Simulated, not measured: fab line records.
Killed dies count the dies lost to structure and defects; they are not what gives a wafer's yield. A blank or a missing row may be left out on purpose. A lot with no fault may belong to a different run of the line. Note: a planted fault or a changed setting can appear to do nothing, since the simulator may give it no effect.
Struck lot and sound lot, side by side    flow gf180mcu    15 out of 602 route steps
Sound: the wafers L734.2, L734.3, L734.6. Struck: wafers L730.1, L730.5, L730.6. The cause is given at the end.
Order at every step that has rows: each side's tool, ch and its chambers, its first start. Under that, the readings that differ: sound wafers    struck wafers    difference of the means    sigmas: that difference in standard deviations of wafers without a fault.
alike: a reading whose means differ by less than 2 such deviations, as well as words and numbers matching on both sides. not compared: withheld readings; readings where some wafer has no value; bounds like >300 that might hide an equal value; numbers whose values overlap and for which the record gives no deviation.
A row with sigmas, a row that says differs or no value, or rows on one side alone: a step with any of these is where the two part. Numbers that have no deviation but don't overlap get no sigmas and don't part them. A reading missing from all wafers of one side parts the sides only when that side holds two or more wafers.

GF_V1_BOW_MEAS_05:
  struck on film_metro-02, day 22 12:49; sound on film_metro-03, day 24 00:10
  alike: V1_BOW
then, 8 steps without rows for these wafers: GF_V1_DEHYDRATE_06 (time 60 s); GF_V1_HMDS_07 (prime time 60 s); GF_V1_COAT_08; GF_V1_COAT_09 (resist thk 1000 nm); GF_V1_SOFTBAKE_10 (time 60 s); GF_V1_EXPOSE_11 (exposes mask Via1, target cd 260 nm); GF_V1_PEB_12 (peb time 90 s); GF_V1_DEVELOP_13 (develop time 60 s).
GF_V1_CD_MEAS_14 targets a cd of 260 nm.
  struck on cd_sem-02, day 23 11:55; sound on cd_sem-01, day 24 22:25
  alike: cd_nm
GF_V1_OVL_MEAS_15:
  struck on overlay-02, day 23 12:02; sound on overlay-02, day 24 22:32
  alike: V1_OVL
GF_V1_ETCH_16: etches BARC in N2/H2.
  sound on rie_diel-04 ch 0,2,3, day 24 22:34; struck on rie_diel-01 ch 0,1,2, day 23 12:05
  alike: bias_w, chamber_pressure_mTorr, drypump_motor_current_A, oes_product_au, throttle_valve_pct
GF_V1_ETCH_17: etches SiO2 in C4F8/O2/Ar, stops on TiN, target depth 630 nm.
  sound on rie_diel-04 ch 0,2,3, day 24 22:00; struck on rie_diel-01 ch 0,1,2, day 23 12:00
  no value came back on the struck wafers for bias_w (W), chamber_pressure_mTorr (mTorr), oes_product_au (a.u.); on the sound wafers bias_w (W) reads 1204 1200 1200
GF_V1_STRIP_18: strips in O2/N2.
  sound on plasma_asher-04 ch 0,1, day 24 22:41; struck on plasma_asher-04 ch 0,1, day 23 12:13
reading                sound              struck             difference  sigmas
oes_product_au (a.u.)  0.602 0.594 0.583  0.670 0.662 0.665  +0.073      +13
  alike: drypump_motor_current_A, heater_power_w
  not compared: rf_hours_counter_h
then, 1 step without rows for these wafers: GF_V1_STRIP_19 (strips in post etch residue remover, time 1200 s).

== WHERE THEY PART ==
Earliest at GF_V1_ETCH_17; latest, in this record, at GF_V1_STRIP_18.

WHY: whatever the simulator had introduced
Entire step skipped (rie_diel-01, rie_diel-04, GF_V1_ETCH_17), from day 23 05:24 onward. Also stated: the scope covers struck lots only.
